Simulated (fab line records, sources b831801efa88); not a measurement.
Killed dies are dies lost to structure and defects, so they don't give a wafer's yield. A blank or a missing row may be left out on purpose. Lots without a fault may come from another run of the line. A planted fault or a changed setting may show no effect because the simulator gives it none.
fab line records | flow gf180mcu
record lots=24 wafers=72 last_day=34
route steps=602 shown V1@352 M2@379 V2@387 M3@410 V4@490
lots that met no fault: from a run of the same line without faults
start_h: hours from the record's first day to the start of the lot's first wafer shown | wait_h: hours since the lot's step before | " the same as in the row above | L1.1+2: a row that stands for several wafers | - no value, or no start given | * or withheld: withheld | < > ~ a bound
route shown NAME@n: a module of which the file shows steps, and the number in the route of the first | usual: mean/standard deviation of fault-free wafers | same: alike in all rows | chamber/n: place in a boat | sites: the reading at each site | _std_site: their standard deviation | _edge_site: outer sites' mean less inner sites' | radius_mm: how far each site lies from the wafer's centre | mask NAME#n: copy n | behind: the tool/chamber that last shaped the wafer | hold: why the lot was held/for how many hours/how that ended | device: the transistor (n, p or np) that didn't switch | end of line: the same wafers' tests at the end of the route | a step without rows: its recipe alone | killed: dies lost to structure and defects at the first sort, not the wafer's yield | map: a wafer's dies, x killed, . not, _ none there
set.NAME: the setting as run; set.NAME@STEP: as run at that earlier step | model.NAME: the simulator's own value behind a step, which no gauge read
steps of the route over a sample of lots; a table a step, a row a wafer
services: from which hour (start_h, from the record's first day; less than 0 if before it) a tool's chamber was out of use, for how many hours, and why
## steps
# step GF_V1_ETCH_17
# recipe chemistry=C4F8/O2/Ar mask_material=KrF target=SiO2 stop_on=TiN source_w=1500 bias_w=1200 pressure_mtorr=40 c4f8_flow_sccm=withheld O2_flow_sccm=6 Ar_flow_sccm=300 time_s=withheld target_depth_a=6300
# usual oes_product_au=0.856/0.0045 rf_fwd_power_W=1491/4.8
# columns lot.wafer tool chamber start_h wait_h oes_product_au rf_fwd_power_W
L074.1 rie_diel-03 3 - - 0.855 1489
L074.4 " 2 " " 0.853 1495
L074.6 " 1 " " 0.852 1492
L075.2 rie_diel-02 2 - - 0.856 1488
L075.5 " 3 " " 0.869 1488
L075.6 " 2 " " 0.853 1492
L077.1 rie_diel-04 3 - - 0.857 1498
L077.2 " 0 " " 0.854 1486
L077.6 " 3 " " 0.854 1500
L076.2 rie_diel-02 3 - - 0.858 1481
L076.3 " 1 " " 0.860 1490
L076.4 " 3 " " 0.857 1489
L078.2 rie_diel-03 0 - - 0.857 1490
L078.3 " 3 " " 0.856 1486
L078.6 " 1 " " 0.856 1491
L079.2 rie_diel-02 1 - - 0.856 1493
L079.5 " 2 " " 0.856 1488
L079.6 " 1 " " 0.856 1496
L080.1 rie_diel-04 1 - - 0.849 1498
L080.4 " 0 " " 0.859 1498
L080.6 " 3 " " 0.859 1495
L081.1 rie_diel-03 3 - - 0.856 1498
L081.5 " 2 " " 0.852 1496
L081.6 " 3 " " 0.854 1494
L082.3 rie_diel-04 1 - - 0.848 1483
L082.4 " 2 " " 0.858 1487
L082.5 " 0 " " 0.847 1491
L083.1 rie_diel-02 3 - - 0.860 1493
L083.2 " 1 " " 0.867 1494
L083.3 " 0 " " 0.859 1490
L084.4 rie_diel-04 2 - - 0.848 1483
L084.5 " 3 " " 0.864 1493
L084.6 " 0 " " 0.853 1500
L085.1 rie_diel-03 1 - - 0.861 1488
L085.2 " 2 " " 0.858 1491
L085.4 " 3 " " 0.857 1492
L086.2 rie_diel-04 3 - - 0.854 1495
L086.3 " 2 " " 0.860 1491
L086.4 " 2 " " 0.859 1482
L087.1 rie_diel-02 0 - - 0.850 1487
L087.4 " 2 " " 0.862 1495
L087.5 " 3 " " 0.854 1490
L088.2 rie_diel-03 2 - - 0.860 1485
L088.3 " 3 " " 0.856 1480
L088.4 " 0 " " 0.856 1499
L089.1 rie_diel-02 0 - - 0.855 1489
L089.2 " 2 " " 0.862 1494
L089.3 " 3 " " 0.854 1487
L090.1 rie_diel-02 2 - - 0.862 1488
L090.4 " 1 " " 0.854 1487
L090.5 " 2 " " 0.853 1499
L091.1 rie_diel-04 2 - - 0.854 1484
L091.3 " 3 " " 0.848 1492
L091.4 " 0 " " 0.859 1495
L092.4 rie_diel-04 3 - - 0.845 1493
L092.5 " 1 " " 0.858 1494
L092.6 " 2 " " 0.860 1494
L093.2 rie_diel-03 0 - - 0.856 1495
L093.3 " 3 " " 0.851 1492
L093.4 " 1 " " 0.855 1498
L094.1 rie_diel-02 1 - - 0.861 1496
L094.2 " 0 " " 0.859 1495
L094.3 " 3 " " 0.860 1489
L096.1 rie_diel-04 3 - - 0.852 1485
L096.2 " 0 " " 0.847 1501
L096.5 " 2 " " 0.851 1491
L095.1 rie_diel-02 1 - - 0.857 1485
L095.3 " 3 " " 0.858 1493
L095.5 " 0 " " 0.861 1490
L097.1 rie_diel-04 0 - - 0.856 1495
L097.3 " 2 " " 0.850 1489
L097.6 " 0 " " 0.862 1488
# step GF_V1_CVD_23
# recipe material=W target_thk_nm=350 time_s=105.05 temp_c=400 pressure_torr=40
# usual heater_power_w=810/89
# columns lot.wafer tool chamber start_h wait_h heater_power_w
L074.1 cvd_w-02 1 415.95 0.0 837
L074.4 " 0 " " 692
L074.6 " 0 " " 698
L075.2 cvd_w-01 0 423.76 0.0 944
L075.5 " 1 " " 756
L075.6 " 0 " " 925
L077.1 cvd_w-02 1 434.29 0.0 830
L077.2 " 0 " " 712
L077.6 " 0 " " 699
L076.2 cvd_w-01 1 435.07 0.0 757
L076.3 " 1 " " 743
L076.4 " 0 " " 935
L078.2 cvd_w-01 0 452.99 0.0 939
L078.3 " 0 " " 936
L078.6 " 0 " " 922
L079.2 cvd_w-02 1 454.79 0.0 823
L079.5 " 1 " " 821
L079.6 " 0 " " 682
L080.1 cvd_w-01 0 463.37 0.0 921
L080.4 " 1 " " 758
L080.6 " 1 " " 764
L081.1 cvd_w-02 0 469.37 0.0 706
L081.5 " 0 " " 706
L081.6 " 1 " " 804
L082.3 cvd_w-01 1 480.23 0.1 733
L082.4 " 0 " " 958
L082.5 " 1 " " 760
L083.1 cvd_w-01 0 495.92 0.0 933
L083.2 " 1 " " 748
L083.3 " 0 " " 932
L084.4 cvd_w-02 1 498.39 0.1 834
L084.5 " 0 " " 697
L084.6 " 1 " " 813
L085.1 cvd_w-01 0 500.80 0.0 928
L085.2 " 0 " " 927
L085.4 " 0 " " 932
L086.2 cvd_w-02 1 515.64 0.0 851
L086.3 " 0 " " 688
L086.4 " 1 " " 826
L087.1 cvd_w-02 1 525.09 0.0 841
L087.4 " 1 " " 820
L087.5 " 0 " " 697
L088.2 cvd_w-02 0 529.89 0.0 715
L088.3 " 1 " " 805
L088.4 " 0 " " 684
L089.1 cvd_w-01 1 537.45 0.0 756
L089.2 " 0 " " 931
L089.3 " 0 " " 935
L090.1 cvd_w-01 0 543.07 0.0 931
L090.4 " 0 " " 934
L090.5 " 0 " " 937
L091.1 cvd_w-01 1 557.89 0.0 770
L091.3 " 1 " " 756
L091.4 " 0 " " 934
L092.4 cvd_w-02 0 567.58 0.1 713
L092.5 " 0 " " 691
L092.6 " 1 " " 824
L093.2 cvd_w-02 1 572.66 0.0 843
L093.3 " 0 " " 692
L093.4 " 1 " " 835
L094.1 cvd_w-02 1 589.89 0.0 831
L094.2 " 0 " " 700
L094.3 " 0 " " 722
L096.1 cvd_w-01 1 600.35 0.0 771
L096.2 " 0 " " 970
L096.5 " 1 " " 766
L095.1 cvd_w-01 1 603.38 0.0 773
L095.3 " 1 " " 750
L095.5 " 1 " " 748
L097.1 cvd_w-01 1 607.77 0.0 769
L097.3 " 1 " " 773
L097.6 " 1 " " 770
# step GF_M2_STRIP_17
# recipe chemistry=O2/N2 power_w=1400 pressure_mtorr=1500 platen_temp_c=250 o2_flow_sccm=3000 n2_flow_sccm=300 overash_fraction=0.5
# usual drypump_motor_current_A=5.5/0.51 heater_power_w=331/40 oes_product_au=0.555/0.0048 platen_temp_c=250.00/0.19 strip_time_to_endpoint_s=7.81/0.037
# columns lot.wafer tool chamber start_h wait_h drypump_motor_current_A heater_power_w oes_product_au platen_temp_c rf_hours_counter_h strip_time_to_endpoint_s
L074.1 plasma_asher-04 0 440.92 0.1 5.8 269 0.550 249.87 80 7.78
L074.4 " 1 " " 4.7 389 0.552 249.99 - 7.84
L074.6 " 0 " " 5.8 276 0.553 250.19 - 7.82
L075.2 plasma_asher-03 1 448.62 0.1 5.8 313 0.554 249.95 71 7.78
L075.5 " 0 " " 6.2 348 0.545 250.03 - 7.78
L075.6 " 1 " " 5.8 321 0.552 250.22 - 7.80
L077.1 plasma_asher-03 1 459.89 0.1 5.8 325 0.558 250.32 72 7.83
L077.2 " 0 " " 6.2 346 0.551 250.20 72 7.77
L077.6 " 0 " " 6.2 350 0.552 250.41 - 7.76
L076.2 plasma_asher-03 1 460.42 0.1 5.8 326 0.553 250.18 72 7.77
L076.3 " 0 " " 6.3 352 0.551 249.86 - 7.73
L076.4 " 1 " " 5.8 316 0.552 250.27 - 7.74
L078.2 plasma_asher-04 1 478.32 0.1 4.7 382 0.555 249.81 84 7.81
L078.3 " 0 " " 5.7 265 0.563 249.60 - 7.89
L078.6 " 1 " " 4.7 377 0.554 249.79 - 7.87
L079.2 plasma_asher-01 1 479.89 0.1 5.4 339 0.552 249.94 5 7.70
L079.5 " 0 " " 5.7 305 0.554 249.61 - 7.69
L079.6 " 1 " " 5.4 341 0.549 249.77 - 7.81
L080.1 plasma_asher-01 0 488.44 0.1 5.7 312 0.555 250.19 6 7.75
L080.4 " 0 " " 5.7 307 0.548 249.83 - 7.75
L080.6 " 1 " " 5.4 354 0.558 249.94 - 7.73
L081.1 plasma_asher-03 0 493.79 0.1 6.2 348 0.549 250.10 76 7.81
L081.5 " 0 " " 6.2 352 0.551 250.13 - 7.83
L081.6 " 1 " " 5.8 325 0.559 250.03 - 7.83
L082.3 plasma_asher-01 0 505.43 0.1 5.7 299 0.551 250.07 - 7.84
L082.4 " 1 " " 5.4 349 0.556 250.20 - 7.86
L082.5 " 0 " " 5.7 303 0.555 250.08 - 7.84
L083.1 plasma_asher-04 0 520.19 0.1 5.8 275 0.552 249.76 88 7.78
L083.2 " 1 " " 4.7 383 0.549 250.13 88 7.79
L083.3 " 1 " " 4.7 375 0.551 250.15 - 7.75
L084.4 plasma_asher-04 1 522.47 0.1 4.7 373 0.543 249.97 - 7.83
L084.5 " 0 " " 5.8 278 0.547 250.16 - 7.79
L084.6 " 1 " " 4.7 376 0.545 250.08 - 7.79
L085.1 plasma_asher-03 1 525.54 0.1 5.8 324 0.555 249.83 79 7.80
L085.2 " 0 " " 6.3 354 0.558 249.92 79 7.82
L085.4 " 0 " " 6.2 345 0.552 250.13 - 7.78
L086.2 plasma_asher-04 1 539.34 0.1 4.7 377 0.562 250.28 90 7.84
L086.3 " 0 " " 5.8 276 0.565 249.92 - 7.84
L086.4 " 1 " " 4.7 394 0.552 249.99 - 7.83
L087.1 plasma_asher-04 1 548.69 0.1 4.7 381 0.556 249.91 91 7.81
L087.4 " 1 " " 4.7 391 0.560 249.76 - 7.83
L087.5 " 0 " " 5.8 282 0.556 250.18 - 7.84
L088.2 plasma_asher-01 0 552.94 0.1 5.7 316 0.565 250.01 13 7.86
L088.3 " 1 " " 5.3 350 0.560 250.10 - 7.83
L088.4 " 0 " " 5.7 311 0.563 250.07 - 7.83
L089.1 plasma_asher-03 1 560.54 0.1 5.8 325 0.557 250.03 83 7.79
L089.2 " 0 " " 6.3 355 0.556 250.06 83 7.79
L089.3 " 1 " " 5.8 317 0.551 250.03 - 7.77
L090.1 plasma_asher-01 1 566.58 0.2 5.4 345 0.558 250.24 14 7.82
L090.4 " 1 " " 5.4 341 0.558 250.36 - 7.85
L090.5 " 0 " " 5.7 308 0.555 249.72 - 7.84
L091.1 plasma_asher-04 0 581.41 0.1 5.8 268 0.553 250.05 95 7.79
L091.3 " 1 " " 4.7 384 0.552 250.10 - 7.82
L091.4 " 0 " " 5.8 271 0.564 250.20 - 7.84
L092.4 plasma_asher-01 1 590.69 0.1 5.4 348 0.548 249.90 - 7.88
L092.5 " 0 " " 5.7 305 0.551 250.01 - 7.84
L092.6 " 1 " " 5.3 342 0.557 249.89 - 7.84
L093.2 plasma_asher-04 1 595.84 0.1 4.7 377 0.547 249.74 97 7.79
L093.3 " 1 " " 4.7 392 0.552 249.84 - 7.77
L093.4 " 0 " " 5.8 275 0.565 249.63 - 7.78
L094.1 plasma_asher-04 1 611.69 0.1 4.7 379 0.555 249.98 99 7.76
L094.2 " 0 " " 5.8 277 0.555 249.90 99 7.84
L094.3 " 1 " " 4.7 382 0.563 249.81 - 7.82
L096.1 plasma_asher-04 1 622.45 0.2 4.7 381 0.558 249.88 100 7.82
L096.2 " 0 " " 5.8 272 0.559 250.00 100 7.84
L096.5 " 1 " " 4.7 376 0.564 249.79 - 7.81
L095.1 plasma_asher-03 1 625.44 0.1 5.8 327 0.558 249.94 90 7.77
L095.3 " 0 " " 6.3 353 0.560 250.19 - 7.80
L095.5 " 1 " " 5.8 317 0.556 249.80 - 7.79
L097.1 plasma_asher-04 0 630.00 0.2 5.8 274 0.557 250.24 101 7.76
L097.3 " 1 " " 4.7 383 0.557 250.23 - 7.81
L097.6 " 1 " " 4.7 393 0.554 250.29 - 7.76
# step GF_V2_BOW_MEAS_05
# recipe mode=bow
# usual V2_BOW=98/9.3
# columns lot.wafer tool chamber start_h wait_h V2_BOW[um]
L074.1 film_metro-03 - 442.01 0.2 91
L074.4 " - " " 86
L074.6 " - " " 93
L075.2 film_metro-03 - 449.73 0.1 101
L075.5 " - " " 90
L075.6 " - " " 89
L077.1 film_metro-03 - 460.99 0.2 98
L077.2 " - " " 99
L077.6 " - " " 89
L076.2 film_metro-04 - 461.53 0.2 103
L076.3 " - " " 106
L076.4 " - " " 107
L078.2 film_metro-03 - 479.43 0.2 106
L078.3 " - " " 104
L078.6 " - " " 91
L079.2 film_metro-03 - 481.00 0.1 107
L079.5 " - " " 90
L079.6 " - " " 100
L080.1 film_metro-01 - 489.54 0.2 99
L080.4 " - " " 85
L080.6 " - " " 97
L081.1 film_metro-04 - 494.88 0.2 82
L081.5 " - " " 99
L081.6 " - " " 89
L082.3 film_metro-03 - 506.63 0.2 90
L082.4 " - " " 109
L082.5 " - " " 104
L083.1 film_metro-03 - 521.32 0.1 102
L083.2 " - " " 102
L083.3 " - " " 111
L084.4 film_metro-01 - 523.59 0.3 108
L084.5 " - " " 104
L084.6 " - " " 108
L085.1 film_metro-01 - 526.63 0.1 80
L085.2 " - " " 91
L085.4 " - " " 64
L086.2 film_metro-03 - 540.50 0.2 113
L086.3 " - " " 100
L086.4 " - " " 96
L087.1 film_metro-01 - 550.21 0.2 97
L087.4 " - " " 108
L087.5 " - " " 106
L088.2 film_metro-03 - 554.12 0.3 117
L088.3 " - " " 124
L088.4 " - " " 99
L089.1 film_metro-04 - 561.64 0.1 105
L089.2 " - " " 106
L089.3 " - " " 91
L090.1 film_metro-03 - 567.71 0.1 100
L090.4 " - " " 90
L090.5 " - " " 97
L091.1 film_metro-04 - 582.68 0.1 86
L091.3 " - " " 83
L091.4 " - " " 90
L092.4 film_metro-04 - 591.85 0.3 103
L092.5 " - " " 100
L092.6 " - " " 92
L093.2 film_metro-03 - 596.97 0.3 82
L093.3 " - " " 96
L093.4 " - " " 98
L094.1 film_metro-04 - 612.81 0.1 99
L094.2 " - " " 103
L094.3 " - " " 101
L096.1 film_metro-03 - 623.54 0.2 103
L096.2 " - " " 95
L096.5 " - " " 96
L095.1 film_metro-03 - 626.62 0.3 102
L095.3 " - " " 83
L095.5 " - " " 104
L097.1 film_metro-01 - 631.11 0.1 95
L097.3 " - " " 94
L097.6 " - " " 98
# step GF_M3_SPUTTER_01
# recipe material=TiN target_thk_nm=30 power_w=6500 time_s=25 chamber_pressure_pa=0.4
# usual chamber_pressure_pa=0.4000/0.00084 throttle_valve_pct=29.7/1.5
# columns lot.wafer tool chamber start_h wait_h chamber_pressure_pa throttle_valve_pct
L074.1 pvd_sputter-02 - 468.17 0.1 0.4003 30.7
L074.4 " - " " 0.4002 28.1
L074.6 " - " " 0.3996 31.2
L075.2 pvd_sputter-01 - 475.02 0.1 0.3987 32.1
L075.5 " - " " 0.3995 32.2
L075.6 " - " " 0.3997 27.6
L077.1 pvd_sputter-01 - 486.34 0.1 0.3996 32.1
L077.2 " - " " 0.3991 29.4
L077.6 " - " " 0.4005 32.4
L076.2 pvd_sputter-04 - 486.97 0.1 0.4002 29.5
L076.3 " - " " 0.4006 30.5
L076.4 " - " " 0.4010 27.2
L078.2 pvd_sputter-02 - 504.17 0.1 0.3977 28.2
L078.3 " - " " 0.3989 30.6
L078.6 " - " " 0.4003 30.9
L079.2 pvd_sputter-01 - 505.93 0.1 0.4003 32.1
L079.5 " - " " 0.4009 29.5
L079.6 " - " " 0.4002 27.5
L080.1 pvd_sputter-04 - 513.38 0.1 0.4004 29.3
L080.4 " - " " 0.3996 27.1
L080.6 " - " " 0.3994 27.2
L081.1 pvd_sputter-01 - 518.78 0.1 0.3988 27.7
L081.5 " - " " 0.3984 27.4
L081.6 " - " " 0.4001 32.1
L082.3 pvd_sputter-02 - 530.89 0.1 0.4012 31.4
L082.4 " - " " 0.4001 27.9
L082.5 " - " " 0.4001 31.3
L083.1 pvd_sputter-01 - 545.56 0.1 0.4006 29.4
L083.2 " - " " 0.3997 27.5
L083.3 " - " " 0.3997 31.0
L084.4 pvd_sputter-04 - 547.78 0.1 0.4000 29.8
L084.5 " - " " 0.4009 29.5
L084.6 " - " " 0.4007 30.1
L085.1 pvd_sputter-02 - 551.13 0.1 0.4006 30.7
L085.2 " - " " 0.4001 30.6
L085.4 " - " " 0.4000 31.2
L086.2 pvd_sputter-01 - 564.33 0.1 0.4003 31.8
L086.3 " - " " 0.3984 29.3
L086.4 " - " " 0.4024 31.0
L087.1 pvd_sputter-02 - 574.31 0.1 0.3999 30.9
L087.4 " - " " 0.4004 31.2
L087.5 " - " " 0.3995 31.3
L088.2 pvd_sputter-02 - 577.78 0.1 0.3995 31.0
L088.3 " - " " 0.3985 31.2
L088.4 " - " " 0.3991 30.8
L089.1 pvd_sputter-04 - 585.72 0.1 0.4008 29.5
L089.2 " - " " 0.4003 30.5
L089.3 " - " " 0.4006 29.6
L090.1 pvd_sputter-02 - 591.38 0.1 0.4008 28.0
L090.4 " - " " 0.3983 30.9
L090.5 " - " " 0.4000 31.1
L091.1 pvd_sputter-04 - 605.89 0.1 0.4006 29.5
L091.3 " - " " 0.3995 27.4
L091.4 " - " " 0.3988 30.4
L092.4 pvd_sputter-04 - 614.95 0.1 0.4007 29.4
L092.5 " - " " 0.4006 30.1
L092.6 " - " " 0.4013 29.6
L093.2 pvd_sputter-02 - 619.61 0.1 0.4000 31.5
L093.3 " - " " 0.4003 28.1
L093.4 " - " " 0.4001 30.6
L094.1 pvd_sputter-04 - 635.38 0.1 0.4006 27.3
L094.2 " - " " 0.4013 29.6
L094.3 " - " " 0.4006 30.1
L096.1 pvd_sputter-01 - 646.38 0.1 0.3987 31.0
L096.2 " - " " 0.4001 29.6
L096.5 " - " " 0.4006 27.5
L095.1 pvd_sputter-01 - 648.28 0.1 0.4000 32.1
L095.3 " - " " 0.4005 29.4
L095.5 " - " " 0.3996 27.4
L097.1 pvd_sputter-04 - 653.25 0.1 0.3998 27.2
L097.3 " - " " 0.3992 29.6
L097.6 " - " " 0.4010 27.2
# step GF_V4_CD_MEAS_14
# recipe target_cd_nm=260
# usual cd_nm=259.9/1.3
# columns lot.wafer tool chamber start_h wait_h cd_nm
L074.1 cd_sem-01 - 564.20 0.1 258.1
L074.4 " - " " 256.8
L074.6 " - " " 257.6
L075.2 cd_sem-02 - 571.29 0.1 261.5
L075.5 " - " " 260.1
L075.6 " - " " 259.4
L077.1 cd_sem-02 - 581.72 0.1 263.4
L077.2 " - " " 262.4
L077.6 " - " " 262.8
L076.2 cd_sem-02 - 582.09 0.1 260.4
L076.3 " - " " 260.8
L076.4 " - " " 260.5
L078.2 cd_sem-01 - 598.67 0.1 257.2
L078.3 " - " " 257.7
L078.6 " - " " 258.8
L079.2 cd_sem-01 - 599.02 0.1 259.9
L079.5 " - " " 261.2
L079.6 " - " " 260.6
L080.1 cd_sem-01 - 606.75 0.1 258.7
L080.4 " - " " 261.1
L080.6 " - " " 260.1
L081.1 cd_sem-02 - 610.37 0.1 261.0
L081.5 " - " " 260.7
L081.6 " - " " 261.1
L082.3 cd_sem-02 - 623.24 0.1 260.6
L082.4 " - " " 261.5
L082.5 " - " " 261.2
L083.1 cd_sem-02 - 636.12 0.1 261.0
L083.2 " - " " 260.7
L083.3 " - " " 260.6
L084.4 cd_sem-02 - 639.63 0.1 259.6
L084.5 " - " " 259.6
L084.6 " - " " 260.6
L085.1 cd_sem-02 - 641.82 0.1 259.4
L085.2 " - " " 258.8
L085.4 " - " " 259.4
L086.2 cd_sem-01 - 655.24 0.1 258.8
L086.3 " - " " 258.5
L086.4 " - " " 259.1
L087.1 cd_sem-02 - 662.10 0.1 260.7
L087.4 " - " " 260.6
L087.5 " - " " 259.9
L088.2 cd_sem-01 - 666.44 0.1 262.0
L088.3 " - " " 260.8
L088.4 " - " " 261.0
L089.1 cd_sem-01 - 672.87 0.1 260.8
L089.2 " - " " 261.0
L089.3 " - " " 260.9
L090.1 cd_sem-01 - 676.55 0.1 257.2
L090.4 " - " " 258.3
L090.5 " - " " 258.7
L091.1 cd_sem-02 - 690.30 0.1 259.9
L091.3 " - " " 259.5
L091.4 " - " " 260.2
L092.4 cd_sem-01 - 697.91 0.1 259.7
L092.5 " - " " 259.5
L092.6 " - " " 260.8
L093.2 cd_sem-02 - 703.37 0.1 258.8
L093.3 " - " " 260.4
L093.4 " - " " 259.7
L094.1 cd_sem-02 - 716.64 0.1 260.2
L094.2 " - " " 260.4
L094.3 " - " " 259.4
L096.1 cd_sem-02 - 725.17 0.1 262.3
L096.2 " - " " 260.6
L096.5 " - " " 261.3
L095.1 cd_sem-01 - 727.49 0.1 259.3
L095.3 " - " " 260.3
L095.5 " - " " 259.8
L097.1 cd_sem-02 - 733.17 0.1 257.2
L097.3 " - " " 257.5
L097.6 " - " " 258.5
## services
# columns tool chamber start_h hours kind
pvd_sputter-04 - 397.49 8.1 repair
plasma_asher-03 - 404.46 2.8 pm
pvd_sputter-04 - 406.55 1.8 repair
rie_diel-03 0 410.71 13.7 repair
rie_diel-04 - 412.71 1.4 repair
pvd_sputter-04 - 412.71 15.3 repair
plasma_asher-01 - 421.25 9.0 pm
rie_diel-03 2 427.78 2.6 repair
plasma_asher-01 - 429.48 2.4 repair
rie_diel-02 2 432.52 3.7 repair
rie_diel-04 0 439.22 9.8 repair
rie_diel-02 0 447.25 15.1 repair
pvd_sputter-04 - 466.13 6.3 repair
cvd_w-01 1 496.70 4.4 repair
rie_diel-04 3 503.40 6.8 repair
pvd_sputter-02 - 537.28 1.4 repair
plasma_asher-04 - 543.61 2.6 repair
pvd_sputter-02 - 543.85 2.1 repair
pvd_sputter-04 - 576.97 2.0 repair
plasma_asher-03 - 585.55 4.2 repair
rie_diel-03 3 595.78 10.2 repair
cvd_w-01 0 606.12 10.3 repair
pvd_sputter-04 - 607.49 4.6 repair
cvd_w-02 0 622.93 3.8 repair
## key
fault none
